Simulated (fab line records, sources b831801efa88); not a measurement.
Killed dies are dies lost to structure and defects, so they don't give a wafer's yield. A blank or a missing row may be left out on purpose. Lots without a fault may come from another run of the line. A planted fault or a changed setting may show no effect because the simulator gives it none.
fab line records | flow sfq_line
record lots=6 wafers=18 last_day=84
route steps=325 shown M3@122 I3@133
lots that met no fault: from a run of the same line without faults
start_h: hours from the record's first day to the start of the lot's first wafer shown | wait_h: hours since the lot's step before | " the same as in the row above | L1.1+2: a row that stands for several wafers | - no value, or no start given | * or withheld: withheld | < > ~ a bound
route shown NAME@n: a module of which the file shows steps, and the number in the route of the first | usual: mean/standard deviation of fault-free wafers | same: alike in all rows | chamber/n: place in a boat | sites: the reading at each site | _std_site: their standard deviation | _edge_site: outer sites' mean less inner sites' | radius_mm: how far each site lies from the wafer's centre | mask NAME#n: copy n | behind: the tool/chamber that last shaped the wafer | hold: why the lot was held/for how many hours/how that ended | device: the transistor (n, p or np) that didn't switch | end of line: the same wafers' tests at the end of the route | a step without rows: its recipe alone | killed: dies lost to structure and defects at the first sort, not the wafer's yield | map: a wafer's dies, x killed, . not, _ none there
set.NAME: the setting as run; set.NAME@STEP: as run at that earlier step | model.NAME: the simulator's own value behind a step, which no gauge read
lots at some steps of the route; a table a step, a row a wafer
services: from which hour (start_h, from the record's first day; less than 0 if before it) a tool's chamber was out of use, for how many hours, and why
## steps
# step SFQ_TRILAYER_M3_LITHO_COAT_080
# recipe resist=BARC spin_rpm=3000 resist_thk_nm=62
# step SFQ_TRILAYER_M3_LITHO_COAT_075
# recipe resist=KrF spin_rpm=3000 resist_thk_nm=600
# step SFQ_TRILAYER_M3_LITHO_SOFTBAKE_079
# recipe temp_c=withheld time_s=withheld resist=KrF
# step SFQ_TRILAYER_M3_LITHO_EXPOSE_076
# recipe mask_id=M3 na=0.6 source_shape=conventional sigma_outer=0.65 target_cd_nm=500 dose_mj=14.4
# step SFQ_TRILAYER_M3_LITHO_PEB_078
# recipe peb_temp_c=114.6 peb_time_s=60 resist=KrF
# step SFQ_TRILAYER_M3_LITHO_DEVELOP_077
# recipe time_s=60 resist=KrF
# step SFQ_M3_OVL_MEAS_921
# usual M3_OVL=3/4.9
# columns lot.wafer tool chamber start_h wait_h M3_OVL[nm]
L865.3 overlay-02 - 655.41 0.1 9
L865.4 " - " " 1
L865.6 " - " " -1
L866.1 overlay-01 - 661.98 0.1 7
L866.5 " - " " -2
L866.6 " - " " -1
L875.1 overlay-02 - 762.85 0.1 4
L875.5 " - " " 3
L875.6 " - " " 4
L876.3 overlay-02 - 770.06 0.1 7
L876.4 " - " " 15
L876.5 " - " " 5
L881.1 overlay-02 - 816.40 0.1 6
L881.2 " - " " 7
L881.5 " - " " -1
L885.1 overlay-01 - 833.20 0.1 -1
L885.4 " - " " 4
L885.6 " - " " 4
# step SFQ_TRILAYER_M3_BARC_OPEN_METAL_ETCH_100
# recipe mask_material=PR chemistry=O2 target_depth_nm=125 target=BARC icp_w=600 bias_w=80 pressure_mtorr=10 time_s=41.7
# usual drypump_motor_current_A=5.6/0.43 oes_product_au=0.685/0.005
# columns lot.wafer tool chamber start_h wait_h drypump_motor_current_A oes_product_au rf_hours_counter_h
L865.3 rie_metal-03 0 655.46 0.0 5.5 0.679 -
L865.4 " 1 " " 5.3 0.690 -
L865.6 " 1 " " 5.3 0.688 -
L866.1 rie_metal-03 0 662.01 0.0 5.5 0.680 34
L866.5 " 0 " " 5.5 0.687 -
L866.6 " 1 " " 5.2 0.690 -
L875.1 rie_metal-04 0 762.89 0.0 6.1 0.684 131
L875.5 " 1 " " 5.6 0.674 -
L875.6 " 0 " " 6.1 0.689 -
L876.3 rie_metal-04 1 770.11 0.0 5.7 0.684 -
L876.4 " 0 " " 6.1 0.675 -
L876.5 " 1 " " 5.7 0.685 -
L881.1 rie_metal-04 0 816.44 0.0 6.1 0.690 142
L881.2 " 1 " " 5.7 0.680 107
L881.5 " 0 " " 6.1 0.680 -
L885.1 rie_metal-02 0 833.24 0.0 4.7 0.689 99
L885.4 " 1 " " 5.4 0.681 -
L885.6 " 0 " " 4.7 0.683 -
# step SFQ_TRILAYER_M3_ETCH_METAL_ETCH_078
# recipe target=Nb stop_on=SiO2 mask_material=PR chemistry=Cl2/Ar target_depth_nm=240 icp_w=600 bias_w=80 pressure_mtorr=10 time_s=120
# usual drypump_motor_current_A=5.6/0.43 oes_product_au=0.892/0.0072
# columns lot.wafer tool chamber start_h wait_h drypump_motor_current_A oes_product_au rf_hours_counter_h
L865.3 rie_metal-03 0 655.54 0.1 5.5 0.888 -
L865.4 " 1 " " 5.3 0.886 -
L865.6 " 1 " " 5.3 0.895 -
L866.1 rie_metal-03 0 662.07 0.0 5.5 0.889 34
L866.5 " 0 " " 5.5 0.898 -
L866.6 " 1 " " 5.3 0.891 -
L875.1 rie_metal-04 0 762.95 0.0 6.1 0.888 131
L875.5 " 1 " " 5.6 0.898 -
L875.6 " 0 " " 6.1 0.893 -
L876.3 rie_metal-04 1 770.19 0.1 5.6 0.890 -
L876.4 " 0 " " 6.1 0.890 -
L876.5 " 1 " " 5.6 0.904 -
L881.1 rie_metal-04 0 816.50 0.0 6.1 0.901 142
L881.2 " 1 " " 5.7 0.897 107
L881.5 " 0 " " 6.1 0.904 -
L885.1 rie_metal-02 0 833.30 0.0 4.7 0.889 99
L885.4 " 1 " " 5.4 0.887 -
L885.6 " 0 " " 4.7 0.886 -
# step SFQ_TRILAYER_M3_STRIP_STRIP_079
# recipe gas=O2 power_w=200 platen_temp_c=40 overash_fraction=0.65 chemistry=O2 pressure_mtorr=50
# usual drypump_motor_current_A=5.6/0.43 oes_product_au=1.003/0.007
# columns lot.wafer tool chamber start_h wait_h drypump_motor_current_A oes_product_au rf_hours_counter_h
L865.3 rie_metal-03 0 655.82 0.2 5.5 0.998 -
L865.4 " 1 " " 5.2 1.002 -
L865.6 " 1 " " 5.3 0.992 -
L866.1 rie_metal-03 0 662.20 0.1 5.5 1.007 35
L866.5 " 0 " " 5.5 1.006 -
L866.6 " 1 " " 5.3 1.017 -
L875.1 rie_metal-04 0 763.07 0.1 6.1 0.999 131
L875.5 " 1 " " 5.6 1.001 -
L875.6 " 0 " " 6.1 0.994 -
L876.3 rie_metal-04 1 770.47 0.2 5.7 0.987 -
L876.4 " 0 " " 6.1 0.998 -
L876.5 " 1 " " 5.7 1.005 -
L881.1 rie_metal-04 0 816.62 0.1 6.1 1.006 143
L881.2 " 1 " " 5.6 1.007 108
L881.5 " 0 " " 6.1 1.005 -
L885.1 rie_metal-02 0 833.42 0.1 4.7 1.009 100
L885.4 " 1 " " 5.4 1.000 -
L885.6 " 0 " " 4.7 1.009 -
# step SFQ_TRILAYER_M3_STRIP_SOLV_CLEAN_080
# recipe chemistry=NMP temp_c=70 time_s=600
# step SFQ_TRILAYER_I3_DEP_PECVD_081
# recipe material=SiO2 temp_c=150 time_s=111.11 pressure_torr=2.4 rf_w=183.3 precursor=SiH4/N2O target_thk_nm=500
# usual heater_power_w=83/18 throttle_valve_pct=24.2/1.9
# columns lot.wafer tool chamber start_h wait_h heater_power_w throttle_valve_pct
L865.3 pecvd-04 2 656.40 0.0 83 22.2
L865.4 " 1 " " 102 24.3
L865.6 " 2 " " 70 22.0
L866.1 pecvd-01 2 662.97 0.0 84 22.8
L866.5 " 1 " " 74 22.9
L866.6 " 0 " " 70 24.2
L875.1 pecvd-01 0 763.85 0.0 66 24.8
L875.5 " 1 " " 78 22.9
L875.6 " 0 " " 65 24.3
L876.3 pecvd-04 1 771.05 0.0 96 25.2
L876.4 " 1 " " 98 24.7
L876.5 " 2 " " 69 22.1
L881.1 pecvd-01 2 817.40 0.0 89 22.8
L881.2 " 1 " " 76 23.1
L881.5 " 2 " " 75 23.0
L885.1 pecvd-04 0 834.20 0.0 75 23.4
L885.4 " 2 " " 81 22.3
L885.6 " 0 " " 77 23.5
# step SFQ_TRILAYER_I3_CMP_CMP_082
# recipe material=SiO2 down_force_psi=3 platen_rpm=60 pad_velocity_m_s=0.94248
# usual edge_zone_pressure_frac=1.000/0.005 head_pressure_psi=3.001/0.0062 motor_current_A=10.4/0.99 platen_rpm=60.00/0.037 time_to_endpoint_s=215/6.8
# columns lot.wafer tool chamber start_h wait_h edge_zone_pressure_frac head_pressure_psi motor_current_A platen_rpm time_to_endpoint_s
L865.4 cmp-02 1 662.68 6.2 0.991 3.007 10.7 59.98 216
L865.3 " 3 663.68 7.2 1.000 3.002 10.5 59.96 209
L865.6 " 2 665.18 8.7 1.000 3.010 11.5 59.99 220
L866.1 cmp-01 0 671.55 8.5 1.004 2.994 11.8 59.98 224
L866.5 " 3 673.05 10.0 1.001 2.998 10.1 59.98 216
L866.6 " 0 " " 0.998 3.003 12.5 60.02 227
L875.1 cmp-01 3 786.29 22.4 0.993 3.767 11.3 60.01 166
L875.5 " 1 787.29 23.4 1.003 3.773 11.6 60.04 176
L875.6 " 2 " " 1.001 3.765 9.5 60.02 175
L876.3 cmp-01 2 794.29 23.2 0.994 3.759 9.6 60.06 165
L876.4 " 0 795.29 24.2 0.996 3.766 13.1 60.01 177
L876.5 " 2 796.29 25.2 0.997 3.761 9.8 60.02 174
L881.2 cmp-02 3 841.97 24.5 0.994 3.002 9.9 60.02 207
L881.1 " 0 " " 1.002 2.989 10.0 60.04 214
L881.5 " 3 843.97 26.5 0.996 2.999 10.2 60.02 210
L885.1 cmp-02 1 857.47 23.2 1.004 3.002 10.7 59.95 207
L885.4 " 2 " " 0.986 3.004 11.4 59.97 216
L885.6 " 3 " " 1.003 3.002 9.9 59.97 217
# step SFQ_I3_BOW_MEAS_922
# recipe mode=bow
# usual I3_BOW=5/10
# columns lot.wafer tool chamber start_h wait_h I3_BOW[um]
L865.3 film_metro-04 - 665.72 1.5 -10
L865.4 " - " " 0
L865.6 " - " " 2
L866.1 film_metro-02 - 674.05 2.0 -4
L866.5 " - " " 13
L866.6 " - " " 8
L875.1 film_metro-02 - 788.29 1.5 4
L875.5 " - " " 0
L875.6 " - " " 12
L876.3 film_metro-02 - 797.33 2.5 20
L876.4 " - " " 19
L876.5 " - " " 14
L881.1 film_metro-02 - 844.47 1.5 2
L881.2 " - " " -2
L881.5 " - " " -20
L885.1 film_metro-01 - 859.47 1.5 -2
L885.4 " - " " 4
L885.6 " - " " 4
## services
# columns tool chamber start_h hours kind
cmp-01 - 663.38 1.7 repair
cmp-01 - 683.05 5.2 pm
cmp-02 - 711.75 0.6 repair
rie_metal-02 - 713.91 0.3 repair
rie_metal-02 0 716.19 27.8 repair
cmp-02 - 721.17 3.3 repair
pecvd-04 - 725.10 14.6 pm
pecvd-04 - 746.70 2.8 pm
cmp-01 - 751.29 4.0 pm
cmp-01 - 755.29 - consumable_replace:conditioner
cmp-01 - 755.29 - consumable_replace:pad
cmp-02 - 764.79 0.5 repair
cmp-02 - 777.37 0.7 repair
pecvd-01 1 779.14 11.4 repair
pecvd-04 0 785.75 10.2 repair
pecvd-04 - 787.63 0.4 repair
rie_metal-03 1 806.49 - clean
rie_metal-03 1 806.49 18.3 scheduled_down
rie_metal-03 1 806.49 18.3 vent_cycle
cmp-01 - 817.15 2.4 repair
rie_metal-03 - 858.02 0.4 repair
rie_metal-03 0 858.34 4.4 repair
## key
first_sign step=SFQ_TRILAYER_I3_CMP_CMP_082 reading=head_pressure_psi direction=up sigmas=99+ usual=3.001 struck=3.765
effect step=SFQ_TRILAYER_I3_CMP_CMP_082 reading=time_to_endpoint_s direction=down sigmas=6.4 usual=* struck=*
met_at SFQ_TRILAYER_I3_CMP_CMP_082
struck_wafers L875.1,L875.5,L875.6,L876.3,L876.4,L876.5
onset_between 671.55 786.29
fault kind=process_parameter_drift tool=cmp-01 chamber=- onset_h=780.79 steps=SFQ_TRILAYER_I3_CMP_CMP_082 channel=down_force_psi offset=0.76522 shape=step end_h=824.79 acts_in=these_recipes_only stated=3
